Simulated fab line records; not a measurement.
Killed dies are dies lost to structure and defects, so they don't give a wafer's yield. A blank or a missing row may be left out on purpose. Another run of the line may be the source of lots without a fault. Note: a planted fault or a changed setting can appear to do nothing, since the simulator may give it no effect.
Code-filled problem report in 8D (eight disciplines) form | flow sky130 | the parts of the form that need people (team, actions taken, sign-off) are left out

== 1. PROBLEM STATEMENT ==
Wafers free of any fault read 223.0 (standard deviation 1.5) for GATE_OXIDE_TW at SKY_GATE_OXIDE_TW_MEAS_14, against a mean of 197.6 on 6 wafers of 2 lots. That is -17 standard deviations from the usual mean.
First observed at day 19 14:02: wafer L133.3, on film-metro-04. The record holds 36 wafers of 12 lots with a number at this step. By rule, "out" or "out of limits" means more than 4 standard deviations away from the usual mean. All remaining wafers that have a number are taken as sound.

== 2. WHAT THIS IS AND IS NOT ==
question                    | is                     | is not
which readings at this step | GATE_OXIDE_TW          | -
which lots                  | L133, L134             | L119, L120, L122, L124, L125, L128, L129, L131, L132, L135
which wafers of those lots  | all that have a number | -
read on which gauges        | film-metro-04          | film-metro-02, film-metro-03
when                        | from day 19 14:02      | up to then (27 sound wafers); but 3 sound wafers of L135 came after

== 3. SUSPECTS, AND WHAT RULES EACH OUT ==
Counting: a tool at a process step up to the reading stays a suspect if it ran every lot that is out and no sound lot after the first of them.
- the gauge at SKY_GATE_OXIDE_TW_MEAS_14 is ruled out. All the wafers that are out were read on film-metro-04, but those of them that SKY_GATE_OXIDE_IMPLANT_11 has rows for are out there too, on other tools.
- implanter-03 at SKY_GATE_OXIDE_IMPLANT_11: kept. Every lot that is out went through it, starting with L133 (day 19 13:43), and after that it ran no sound lot; the last sound lot it ran before then is L131 (day 18 16:31). On those wafers its own readings are out: dose-ions-cm2, faraday-current-uA.
After counting, what remains is implanter-03 at SKY_GATE_OXIDE_IMPLANT_11.

== 4. THE CAUSE (what the simulator had put in) ==
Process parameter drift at SKY_GATE_OXIDE_IMPLANT_11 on implanter-03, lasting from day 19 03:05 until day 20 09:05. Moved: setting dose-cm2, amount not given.
After counting, this tool was the only one left.

== 5. THE EFFECT CHAIN, in route order ==
Rows list readings where the struck wafers' mean (over those with a number) sits beyond 3 standard deviations from the usual. Only readings whose record carries a usual standard deviation are examined. hours: median over the lots of the time between each lot's start at the first step of this table that gives one and its start at this step. sigmas: the change, counted in usual standard deviations.
hours | step                      | reading            | usual      | on struck wafers | change      | sigmas
0     | SKY_GATE_OXIDE_IMPLANT_11 | dose-ions-cm2      | 2.5991e+12 | 1.7492e+12       | -8.4995e+11 | -99 or more
0     | SKY_GATE_OXIDE_IMPLANT_11 | faraday-current-uA | 14.67      | 9.94             | -4.73       | -16
0     | SKY_GATE_OXIDE_TW_MEAS_14 | GATE_OXIDE_TW      | 223.0      | 197.6            | -25.4       | -17
Here are the process steps it includes:
- SKY_GATE_OXIDE_IMPLANT_11

== 6. WHAT WOULD HAVE CAUGHT IT SOONER ==
In this record the first reading out of limits at a measuring or inspecting step was taken at day 19 14:02, 11 hours after the fault began at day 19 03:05.
The tool's own readings at SKY_GATE_OXIDE_IMPLANT_11 were out on every struck wafer that the step has a row for (dose-ions-cm2, faraday-current-uA): an alarm limit on them would have fired on the first of those.
Lots out: 2; of these, L134 started SKY_GATE_OXIDE_IMPLANT_11 on implanter-03 after day 19 14:02. A tool hold placed at that time would have kept it from harm.
